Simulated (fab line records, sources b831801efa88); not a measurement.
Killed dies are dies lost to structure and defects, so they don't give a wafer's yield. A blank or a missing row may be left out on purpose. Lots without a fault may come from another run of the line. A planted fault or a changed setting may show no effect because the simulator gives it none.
A struck lot beside a sound one | flow sky130 | 35 steps out of a route of 708
Sound: wafers L959.1, L959.4, L959.6. Struck: wafers L949.1, L949.4. (L949.3 of the same lot was not struck and is left out.) The cause comes at the end.
At each step with rows: each side's tool, then ch and its chambers, then its first start. Under that, the readings that differ: sound wafers | struck wafers | difference of the means | sigmas: that difference in standard deviations of wafers without a fault.
alike: readings whose means differ by less than 2 such deviations, and words and numbers that are the same on both sides. not compared: withheld readings, readings that some wafer has no value for, bounds like >300 that may hide the same value, and numbers for which the record gives no deviation and whose values overlap.
The two part at a step that has a row with sigmas, a row that says differs or no value, or rows on one side only. Numbers that don't overlap but have no deviation are shown without sigmas and don't part them. A reading that every wafer of one side lacks parts them only if that side has two wafers or more.

first, 10 steps without rows for these wafers: SKY_VIA2_EXPOSE_09 (exposes mask VIM2, target cd 200 nm); SKY_VIA2_PEB_10; SKY_VIA2_DEVELOP_11 (develop time 60 s); SKY_VIA2_ETCH_14 (etches BARC in N2/H2, stops on SiO2, time 45.9 s, target depth 60 nm); SKY_VIA2_ETCH_15 (etches SiO2 in C4F8/O2/Ar, stops on TiN, target depth 546 nm, time 84 s); SKY_VIA2_STRIP_16 (strips in O2/N2); SKY_VIA2_STRIP_17 (strips in post etch residue remover, time 1200 s); SKY_VIA2_CLEAN_18 (cleans in IPA, time 180 s); SKY_VIA2_CLEAN_19 (cleans in O3/DIW); SKY_VIA2_SPUTTER_20 (material TiN, target thk 20 nm, time 80 s).
SKY_VIA2_CVD_21: deposits W, target thk 420 nm, time 126.4 s.
  sound on cvd_w-01 ch 0,1, day 42 16:29; struck on cvd_w-01 ch 0, day 40 06:29
  alike: heater_power_w, susceptor_temp_C
then, 23 steps without rows for these wafers: SKY_VIA2_CMP_24 (polishes, stops on SiO2, t overpolish 20 s, target thk 0 nm); SKY_METAL3_SPUTTER_00 (material Ti, target thk 15 nm, time 10 s); SKY_METAL3_SPUTTER_01 (material TiN, target thk 20 nm, time 16.7 s); SKY_METAL3_SPUTTER_02 (material AlCu, target thk 735 nm, time 39.1 s); SKY_METAL3_SPUTTER_03 (material Ti, target thk 5 nm, time 3.3 s); SKY_METAL3_SPUTTER_04 (material TiN, target thk 70 nm, time 58.3 s); SKY_CAPM_CVD_00 (deposits SiO2, target thk 15.5 nm); SKY_CAPM_SPUTTER_02 (material TiN, target thk 200 nm, time 166.7 s); SKY_CAPM_DEHYDRATE_05 (time 60 s); SKY_CAPM_HMDS_06 (prime time 60 s); SKY_CAPM_COAT_07 (resist thk 1140 nm); SKY_CAPM_SOFTBAKE_08 (time 60 s); SKY_CAPM_EXPOSE_09 (exposes mask CAPM, target cd 1000 nm); SKY_CAPM_PEB_10; SKY_CAPM_DEVELOP_11 (develop time 60 s); SKY_CAPM_METAL_ETCH_13 (etches TiN in Cl2/BCl3, stops on SiO2, target depth 220 nm, time 62.9 s); SKY_CAPM_STRIP_14 (strips in O2/N2); SKY_CAPM_STRIP_15 (strips in post etch residue remover, time 1200 s); SKY_CAPM_CLEAN_16 (cleans in IPA, time 180 s); SKY_CAPM_CLEAN_17 (cleans in O3/DIW); SKY_METAL3_DEHYDRATE_05 (time 60 s); SKY_METAL3_HMDS_06 (prime time 60 s); SKY_METAL3_COAT_07 (resist thk 60 nm).
-- the record jumps here: 9 days lie between the struck wafers' starts before and after (it left off in module METAL3 and takes up again in module PAD_OPEN, whose first step shown is number 708 of the route) --
SKY_PAD_OPEN_PROBE_99:
  sound on prober-01, day 50 15:14; struck on prober-02, day 48 19:58
  reading                               | sound             | struck                                            | difference                   | sigmas
  hold                                  | - - -             | await_dispo/2.6h/release await_dispo/2.6h/release | no value on the sound wafers |
  defect_limited_yield (%)              | 82.3 84.3 82.9    | 70.5 71.5                                         | -12.2                        | -6
  killed_at_M0_to_M3                    | 50 39 38          | 109 94                                            | +59                          | +9
  killed_dies                           | 87 77 84          | 145 140                                           | +60                          | +6
  sort_bin_3_pad_short (%)              | 0.6 0 0.4         | 2.6 3.0                                           | +2.5                         | +7
  sort_bin_5_function (%)               | 12.4 10.0 11.2    | 17.1 18.5                                         | +6.6                         | +4
  sort_bin_6_memory (%)                 | 4.7 5.7 5.5       | 9.8 6.9                                           | +3.1                         | +3
  sort_n_pass                           | 405 415 408       | 347 352                                           | -60                          | -6
  sort_yield_pct (%)                    | 82.3 84.3 82.9    | 70.5 71.5                                         | -12.2                        | -6
  model.etest.tester.sort_n_pass        | 405 415 408       | 347 352                                           | -60                          |
  model.etest.tester.sort_yield_pct (%) | 82.32 84.35 82.93 | 70.53 71.54                                       | -12.17                       |
  model.etest.tester.sort_bin_5_pct (%) | 12.4 9.959 11.18  | 17.07 18.5                                        | +6.61                        |
  model.etest.tester.sort_bin_3_pct (%) | 0.6098 0 0.4065   | 2.642 3.049                                       | +2.507                       |
  alike: killed_at_M4_up, killed_at_contacts, killed_at_front_end, killed_at_other, killed_on_rim, killed_open, killed_short

WHERE THEY PART
Only at SKY_PAD_OPEN_PROBE_99, within this record.

WHY: what the simulator had put in
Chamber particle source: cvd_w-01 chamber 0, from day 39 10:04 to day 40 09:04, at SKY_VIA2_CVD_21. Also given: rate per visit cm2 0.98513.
